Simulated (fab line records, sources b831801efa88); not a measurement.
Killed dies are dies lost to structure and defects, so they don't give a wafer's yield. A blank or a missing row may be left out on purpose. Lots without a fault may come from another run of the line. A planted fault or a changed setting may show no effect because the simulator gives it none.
Chamber matching | flow sky130 | SKY_FIELD_ISO_CMP_27 on cmp-02: 4 sister chambers
The step polishes, stops on Si3N4, t overpolish 16 s, target thk 457.8 nm. 24 wafers are shown with their chamber, then 12 later ones without.

WAFERS WITH THEIR CHAMBER
wafer  | chamber | motor_current_A (A) | slurry_flow_ml_min | time_to_endpoint_s (s)
L076.2 | 3       | 11.9                | 150.2              | 109
L076.3 | 1       | 9.8                 | 150.5              | 108
L076.4 | 2       | 9.9                 | 149.9              | 111
L078.3 | 1       | 10.3                | 150.0              | 115
L078.4 | 3       | 11.5                | 149.8              | 110
L078.5 | 1       | 10.7                | 150.1              | 114
L079.3 | 2       | 10.0                | 150.1              | 114
L079.4 | 0       | 14.2                | 150.0              | 114
L079.5 | 3       | 10.9                | 149.8              | 113
L080.1 | 3       | 10.6                | 149.5              | 108
L080.3 | 1       | 10.4                | 150.3              | 109
L080.5 | 2       | 9.9                 | 150.0              | 113
L083.1 | 2       | 9.6                 | 150.4              | 110
L083.2 | 0       | 14.2                | 149.9              | 108
L083.6 | 1       | 10.3                | 149.7              | 109
L084.1 | 3       | 10.8                | 150.1              | 107
L084.3 | 2       | 9.9                 | 149.8              | 111
L084.6 | 3       | 10.6                | 150.1              | 111
L085.1 | 0       | 13.8                | 148.7              | 114
L085.5 | 0       | 13.2                | 150.1              | 113
L085.6 | 3       | 10.7                | 149.8              | 112
L089.1 | 0       | 13.7                | 150.0              | 113
L089.4 | 3       | 10.8                | 150.4              | 113
L089.5 | 0       | 13.7                | 149.7              | 111

SIGNATURES (means of the wafers above)
reading            | chamber 0 | chamber 1 | chamber 2 | chamber 3 | scatter within a chamber
motor_current_A    | 13.800    | 10.300    | 9.860     | 10.975    | 0.372
slurry_flow_ml_min | 149.733   | 150.120   | 150.040   | 149.963   | 0.356
time_to_endpoint_s | 112.17    | 111.00    | 111.80    | 110.38    | 2.4
Rule: a wafer's distance from a chamber is the root of the sum, over the readings, of the square of ((its reading less the chamber's mean) divided by the reading's scatter). The wafer belongs to the nearest chamber; if the next one is less than 2 further off, it can't be placed. The scatter: the root of (the sum of the squares of (reading less its chamber's mean) over the shown wafers, divided by (wafers less chambers)).

WAFERS WITHOUT THEIR CHAMBER
wafer  | motor_current_A (A) | slurry_flow_ml_min | time_to_endpoint_s (s)
L090.2 | 10.4                | 150.1              | 115
L090.3 | 10.4                | 149.4              | 111
L090.5 | 10.7                | 150.0              | 113
L091.1 | 10.1                | 150.0              | 110
L091.3 | 10.8                | 149.5              | 112
L091.5 | 9.5                 | 150.1              | 107
L093.1 | 10.2                | 150.8              | 114
L093.3 | 10.6                | 149.9              | 112
L093.5 | 10.7                | 150.6              | 112
L096.3 | 10.8                | 151.0              | 109
L096.4 | 13.7                | 150.0              | 104
L096.5 | 10.5                | 150.5              | 111

WHICH CHAMBER EACH WENT THROUGH
wafer  | from the rows above          | in truth
L090.2 | can't be placed: 1 or 2 or 3 | 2
L090.3 | can't be placed: 1 or 3 or 2 | 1
L090.5 | can't be placed: 3 or 1 or 2 | 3
L091.1 | can't be placed: 1 or 2 or 3 | 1
L091.3 | can't be placed: 3 or 1 or 2 | 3
L091.5 | can't be placed: 2 or 1 or 3 | 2
L093.1 | can't be placed: 1 or 2 or 3 | 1
L093.3 | can't be placed: 1 or 3 or 2 | 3
L093.5 | can't be placed: 1 or 3 or 2 | 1
L096.3 | can't be placed: 1 or 3 or 2 | 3
L096.4 | 0                            | 0
L096.5 | can't be placed: 1 or 3 or 2 | 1
Placed correctly: 1 of 12. Can't be placed from these rows: 11 (the true chamber is among the candidates in 11). Placed wrongly: 0.
